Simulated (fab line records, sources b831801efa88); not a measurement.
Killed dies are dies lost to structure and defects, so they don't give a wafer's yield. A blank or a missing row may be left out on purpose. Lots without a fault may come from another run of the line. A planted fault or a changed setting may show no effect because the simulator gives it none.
fab line records | flow gf180mcu
record lots=13 wafers=37 last_day=34
route steps=602 shown POLY_GATE@167 HV_LDD@233 PSD@261 NSD@262
lots that met no fault: from a run of the same line without faults
start_h: hours from the record's first day to the start of the lot's first wafer shown | wait_h: hours since the lot's step before | " the same as in the row above | L1.1+2: a row that stands for several wafers | - no value, or no start given | * or withheld: withheld | < > ~ a bound
route shown NAME@n: a module of which the file shows steps, and the number in the route of the first | usual: mean/standard deviation of fault-free wafers | same: alike in all rows | chamber/n: place in a boat | sites: the reading at each site | _std_site: their standard deviation | _edge_site: outer sites' mean less inner sites' | radius_mm: how far each site lies from the wafer's centre | mask NAME#n: copy n | behind: the tool/chamber that last shaped the wafer | hold: why the lot was held/for how many hours/how that ended | device: the transistor (n, p or np) that didn't switch | end of line: the same wafers' tests at the end of the route | a step without rows: its recipe alone | killed: dies lost to structure and defects at the first sort, not the wafer's yield | map: a wafer's dies, x killed, . not, _ none there
set.NAME: the setting as run; set.NAME@STEP: as run at that earlier step | model.NAME: the simulator's own value behind a step, which no gauge read
steps of the route over a sample of lots; a table a step, a row a wafer
services: from which hour (start_h, from the record's first day; less than 0 if before it) a tool's chamber was out of use, for how many hours, and why
## steps
# step GF_POLY_GATE_CD_MEAS_10
# recipe target_cd_nm=280
# usual cd_nm=280.1/1.3
# columns lot.wafer tool chamber start_h wait_h cd_nm
L135.3 cd_sem-02 - 196.76 0.1 277.0
L135.4 " - " " 276.5
L135.5 " - " " 277.3
L136.1 cd_sem-01 - 203.30 0.1 278.5
L136.3 " - " " 278.7
L136.6 " - " " 278.5
L137.2 cd_sem-01 - 213.04 0.1 280.1
L137.3 " - " " 281.1
L137.4 " - " " 280.0
L138.2 cd_sem-01 - 222.25 0.1 279.6
L138.3 " - " " 279.1
L138.5 " - " " 278.8
L139.1 cd_sem-01 - 226.38 0.1 279.1
L139.2 " - " " 279.7
L139.6 " - " " 279.1
L140.3 cd_sem-01 - 237.51 0.1 279.2
L140.5 " - " " 278.6
L140.6 " - " " 277.7
L141.3 cd_sem-01 - 243.64 0.1 281.5
L141.4 " - " " 279.4
L141.5 " - " " 280.7
L147.3 cd_sem-02 - 279.54 0.1 279.6
L147.4 " - " " 281.1
L147.6 " - " " 280.8
L148.3 cd_sem-02 - 290.49 0.1 281.4
L148.5 " - " " 280.0
L150.3 cd_sem-02 - 305.92 0.1 279.1
L150.4 " - " " 277.7
L155.2 cd_sem-01 - 337.65 0.1 280.2
L155.5 " - " " 279.5
L155.6 " - " " 280.0
L157.1 cd_sem-01 - 356.18 0.1 280.0
L157.2 " - " " 280.5
L157.6 " - " " 280.2
L158.3 cd_sem-02 - 359.02 0.1 281.8
L158.4 " - " " 282.0
L158.5 " - " " 281.0
# step GF_POLY_GATE_ETCH_12
# recipe chemistry=N2/H2 target_depth_a=withheld overetch_a=withheld time_s=withheld target=BARC ion_energy_ev=200 source_w=500 bias_w=100 pressure_mtorr=30 n2_flow_sccm=100 h2_flow_sccm=200
# usual drypump_motor_current_A=5.7/0.4 oes_product_au=0.735/0.0047 throttle_valve_pct=13.213/0.0095
# columns lot.wafer tool chamber start_h wait_h drypump_motor_current_A oes_product_au throttle_valve_pct
L135.3 rie_diel-01 2 196.88 0.0 5.0 0.734 13.214
L135.4 " 1 " " 5.6 0.735 13.215
L135.5 " 0 " " 5.1 0.735 13.205
L136.1 rie_diel-03 1 203.46 0.0 5.9 0.727 13.233
L136.3 " 3 " " 6.0 0.743 13.211
L136.6 " 3 " " 6.0 0.743 13.220
L137.2 rie_diel-03 0 213.18 0.0 6.6 0.730 13.207
L137.3 " 3 " " 6.0 0.734 13.224
L137.4 " 1 " " 5.9 0.729 13.228
L138.2 rie_diel-01 2 222.39 0.0 5.0 0.733 13.211
L138.3 " 3 " " 6.0 0.735 13.210
L138.5 " 0 " " 5.1 0.734 13.214
L139.1 rie_diel-04 1 226.54 0.0 5.8 0.729 13.211
L139.2 " 3 " " 5.8 0.735 13.208
L139.6 " 1 " " 5.8 0.739 13.218
L140.3 rie_diel-03 1 237.63 0.0 5.9 0.729 13.196
L140.5 " 3 " " 6.0 0.743 13.215
L140.6 " 1 " " 5.9 0.742 13.219
L141.3 rie_diel-01 3 243.76 0.0 6.0 0.731 13.206
L141.4 " 0 " " 5.1 0.731 13.200
L141.5 " 0 " " 5.1 0.735 13.216
L147.3 rie_diel-04 3 279.65 0.0 5.8 0.741 13.221
L147.4 " 1 " " 5.8 0.737 13.205
L147.6 " 0 " " 5.5 0.732 13.207
L148.3 rie_diel-01 1 290.60 0.0 5.5 0.737 13.198
L148.5 " 3 " " 6.0 0.732 13.224
L150.3 rie_diel-04 2 306.04 0.0 5.8 0.736 13.211
L150.4 " 1 " " 5.8 0.735 13.217
L155.2 rie_diel-01 2 337.78 0.0 5.0 0.747 13.207
L155.5 " 0 " " 5.1 0.737 13.217
L155.6 " 1 " " 5.5 0.734 13.220
L157.1 rie_diel-01 3 356.33 0.0 6.0 0.736 13.217
L157.2 " 0 " " 5.1 0.736 13.216
L157.6 " 3 " " 6.0 0.735 13.216
L158.3 rie_diel-04 3 359.13 0.0 5.7 0.744 13.208
L158.4 " 2 " " 5.8 0.739 13.209
L158.5 " 3 " " 5.7 0.738 13.214
# step GF_HV_LDD_THK_MEAS_57
# recipe reads=Si3N4_of_HV_LDD_CVD_56
# usual HV_LDD_CVD_56_THK=89.8/0.85
# columns lot.wafer tool chamber start_h wait_h HV_LDD_CVD_56_THK[nm]
L135.3 film_metro-04 - 279.24 0.0 89.5
L135.4 " - " " 89.2
L135.5 " - " " 90.1
L136.1 film_metro-04 - 284.70 0.0 88.9
L136.3 " - " " 89.8
L136.6 " - " " 89.9
L137.2 film_metro-04 - 293.61 0.0 88.8
L137.3 " - " " 88.7
L137.4 " - " " 88.1
L138.2 film_metro-01 - 304.81 0.0 88.6
L138.3 " - " " 88.4
L138.5 " - " " 88.4
L139.1 film_metro-04 - 309.96 0.0 90.8
L139.2 " - " " 91.4
L139.6 " - " " 90.8
L140.3 film_metro-01 - 321.74 0.0 90.1
L140.5 " - " " 89.7
L140.6 " - " " 89.8
L141.3 film_metro-01 - 330.50 0.0 89.5
L141.4 " - " " 89.6
L141.5 " - " " 88.8
L147.3 film_metro-04 - 368.34 0.0 92.4
L147.4 " - " " 90.9
L147.6 " - " " 91.2
L148.3 film_metro-01 - 381.25 0.0 89.6
L148.5 " - " " 90.4
L150.3 film_metro-01 - 399.90 0.0 89.5
L150.4 " - " " 88.9
L155.2 film_metro-04 - 435.70 0.0 89.0
L155.5 " - " " 89.9
L155.6 " - " " 89.7
L157.1 film_metro-03 - 457.40 0.0 89.3
L157.2 " - " " 90.1
L157.6 " - " " 89.5
L158.3 film_metro-04 - 459.17 0.0 90.2
L158.4 " - " " 89.8
L158.5 " - " " 91.6
# step GF_PSD_RTA_13
# recipe temp_c=1025 time_s=20 ambient=N2
# usual lamp_power_pct=32.0/0.78 run_length_s=49.0/0.87 wafer_temp_C_max=1029.6/1
# columns lot.wafer tool chamber start_h wait_h lamp_power_pct run_length_s wafer_temp_C_max
L135.3 rtp_anneal-02 0 320.43 0.0 32.7 48.4 1028.9
L135.4 " 0 " " 32.7 48.5 1028.9
L135.5 " 0 " " 32.7 48.5 1028.9
L136.1 rtp_anneal-01 0 326.44 0.0 31.1 48.7 1029.4
L136.3 " 0 " " 31.1 48.6 1030.2
L136.6 " 0 " " 31.1 48.7 1032.1
L137.2 rtp_anneal-01 0 336.60 0.0 31.1 49.1 1030.2
L137.3 " 0 " " 31.1 48.7 1030.9
L137.4 " 0 " " 31.1 49.0 1030.6
L138.2 rtp_anneal-01 0 348.05 0.0 31.1 48.5 1028.6
L138.3 " 0 " " 31.1 48.6 1029.6
L138.5 " 0 " " 31.1 48.7 1029.1
L139.1 rtp_anneal-01 0 352.79 0.0 31.1 48.7 1030.9
L139.2 " 0 " " 31.2 48.8 1030.9
L139.6 " 0 " " 31.1 48.6 1030.5
L140.3 rtp_anneal-02 0 364.90 0.1 32.7 50.7 1027.9
L140.5 " 0 " " 32.7 50.9 1029.1
L140.6 " 0 " " 32.7 50.7 1029.4
L141.3 rtp_anneal-01 0 374.86 0.0 31.1 48.8 1030.3
L141.4 " 0 " " 31.1 48.5 1028.6
L141.5 " 0 " " 31.1 48.7 1030.0
L147.3 rtp_anneal-01 0 414.73 0.0 31.1 48.7 1030.0
L147.4 " 0 " " 31.1 48.5 1030.3
L147.6 " 0 " " 31.1 48.7 1030.0
L148.3 rtp_anneal-02 0 430.11 0.0 32.7 45.6 1027.7
L148.5 " 0 " " 32.7 48.8 1028.8
L150.3 rtp_anneal-02 0 447.61 0.0 32.6 45.8 1029.9
L150.4 " 0 " " 32.7 45.7 1027.7
L155.2 rtp_anneal-01 0 485.05 0.0 31.1 48.7 1029.8
L155.5 " 0 " " 31.1 48.7 1029.7
L155.6 " 0 " " 31.1 49.1 1029.7
L157.1 rtp_anneal-02 0 506.89 0.0 32.7 48.5 1029.0
L157.2 " 0 " " 32.7 48.7 1029.8
L157.6 " 0 " " 32.7 48.6 1029.8
L158.3 rtp_anneal-02 0 507.57 0.0 32.7 48.5 1027.8
L158.4 " 0 " " 32.7 48.5 1030.0
L158.5 " 0 " " 32.7 48.5 1029.8
# step GF_PSD_RS_MEAS_14
# recipe thk_meas_gauge=four-point-probe
# usual NSD_RS=46.13/0.089
# columns lot.wafer tool chamber start_h wait_h NSD_RS[ohm/sq]
L135.3 film_metro-03 - 320.53 0.1 46.14
L135.4 " - " " 46.22
L135.5 " - " " 46.25
L136.1 film_metro-04 - 326.53 0.1 46.02
L136.3 " - " " 46.10
L136.6 " - " " 46.00
L137.2 film_metro-04 - 336.69 0.1 46.20
L137.3 " - " " 46.28
L137.4 " - " " 46.24
L138.2 film_metro-03 - 348.14 0.1 46.17
L138.3 " - " " 46.15
L138.5 " - " " 46.18
L139.1 film_metro-04 - 352.87 0.1 45.91
L139.2 " - " " 46.05
L139.6 " - " " 46.07
L140.3 film_metro-03 - 365.05 0.1 46.01
L140.5 " - " " 46.10
L140.6 " - " " 46.08
L141.3 film_metro-04 - 374.96 0.1 46.08
L141.4 " - " " 46.24
L141.5 " - " " 46.29
L147.3 film_metro-02 - 414.83 0.1 46.02
L147.4 " - " " 46.01
L147.6 " - " " 45.95
L148.3 film_metro-02 - 430.21 0.1 46.65
L148.5 " - " " 45.93
L150.3 film_metro-03 - 447.71 0.1 46.94
L150.4 " - " " 46.88
L155.2 film_metro-04 - 485.14 0.1 46.07
L155.5 " - " " 46.13
L155.6 " - " " 46.10
L157.1 film_metro-03 - 506.98 0.1 46.10
L157.2 " - " " 46.12
L157.6 " - " " 46.15
L158.3 film_metro-03 - 507.66 0.1 46.27
L158.4 " - " " 46.21
L158.5 " - " " 46.17
# step GF_PSD_RS_MEAS_15
# recipe thk_meas_gauge=four-point-probe
# usual PSD_RS=108.51/0.28
# columns lot.wafer tool chamber start_h wait_h PSD_RS[ohm/sq]
L135.3 film_metro-03 - 320.65 0.1 108.64
L135.4 " - " " 108.68
L135.5 " - " " 108.93
L136.1 film_metro-04 - 326.65 0.1 108.00
L136.3 " - " " 108.06
L136.6 " - " " 107.99
L137.2 film_metro-04 - 336.81 0.1 108.64
L137.3 " - " " 108.93
L137.4 " - " " 108.36
L138.2 film_metro-03 - 348.26 0.1 108.97
L138.3 " - " " 108.61
L138.5 " - " " 108.65
L139.1 film_metro-04 - 352.99 0.1 107.94
L139.2 " - " " 108.34
L139.6 " - " " 108.10
L140.3 film_metro-03 - 365.17 0.1 108.55
L140.5 " - " " 108.46
L140.6 " - " " 108.19
L141.3 film_metro-04 - 375.08 0.1 108.18
L141.4 " - " " 108.46
L141.5 " - " " 108.39
L147.3 film_metro-02 - 414.95 0.1 108.36
L147.4 " - " " 108.10
L147.6 " - " " 107.94
L148.3 film_metro-02 - 430.33 0.1 109.92
L148.5 " - " " 108.15
L150.3 film_metro-03 - 447.83 0.1 110.40
L150.4 " - " " 110.48
L155.2 film_metro-04 - 485.26 0.1 108.16
L155.5 " - " " 108.13
L155.6 " - " " 108.37
L157.1 film_metro-03 - 507.10 0.1 108.62
L157.2 " - " " 109.10
L157.6 " - " " 108.67
L158.3 film_metro-03 - 507.78 0.1 108.44
L158.4 " - " " 108.66
L158.5 " - " " 108.72
## services
# columns tool chamber start_h hours kind
rtp_anneal-02 - 216.00 3.2 pm
rie_diel-03 0 229.28 23.2 repair
rie_diel-04 0 232.77 3.6 repair
rie_diel-01 - 236.42 0.3 repair
rie_diel-03 - 254.75 0.4 repair
rie_diel-01 - 271.08 2.8 pm
rie_diel-04 - 323.80 14.6 pm
rie_diel-04 1 351.59 - clean
rie_diel-04 1 351.59 20.7 scheduled_down
rie_diel-04 1 351.59 20.7 vent_cycle
rie_diel-03 0 352.47 7.5 repair
rie_diel-01 2 392.15 2.7 repair
rie_diel-01 - 400.30 1.2 repair
rie_diel-04 - 403.96 0.8 repair
rie_diel-03 3 416.75 6.0 repair
rie_diel-03 1 436.95 8.9 repair
rie_diel-01 3 458.31 - clean
rie_diel-01 3 458.31 17.0 scheduled_down
rie_diel-01 3 458.31 17.0 vent_cycle
rie_diel-03 1 458.80 3.5 repair
rie_diel-03 2 491.00 7.2 repair
rie_diel-04 0 495.92 - clean
rie_diel-04 0 495.92 16.9 scheduled_down
rie_diel-03 3 505.41 8.2 repair
## key
first_sign step=GF_PSD_RTA_13 reading=run_length_s direction=down sigmas=3.8 usual=* struck=*
effect step=GF_PSD_RS_MEAS_14 reading=NSD_RS direction=up sigmas=7.9 usual=46.13 struck=46.82
effect step=GF_PSD_RS_MEAS_15 reading=PSD_RS direction=up sigmas=6.3 usual=108.51 struck=110.27
met_at GF_PSD_RTA_13
struck_lots L148,L150
struck_wafers L148.3,L150.3,L150.4
tester_left_out L148,L150
not_acting_at GF_POLY_GATE_CD_MEAS_10,GF_POLY_GATE_ETCH_12,GF_HV_LDD_THK_MEAS_57
onset_between 364.90 430.11
fault kind=process_parameter_drift tool=rtp_anneal-02 chamber=- onset_h=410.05 steps=GF_PSD_RTA_13 channel=time_s offset=* shape=step end_h=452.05 scope=struck_wafers_only acts_in=* stated=*
# tester_left_out: of these lots the tester's yield and bins aren't shown, on N5 and GAA mostly nor the transistor test; their killed dies are dies lost to structure and defects alone, not to doping, threshold or leakage, so they don't give the yield
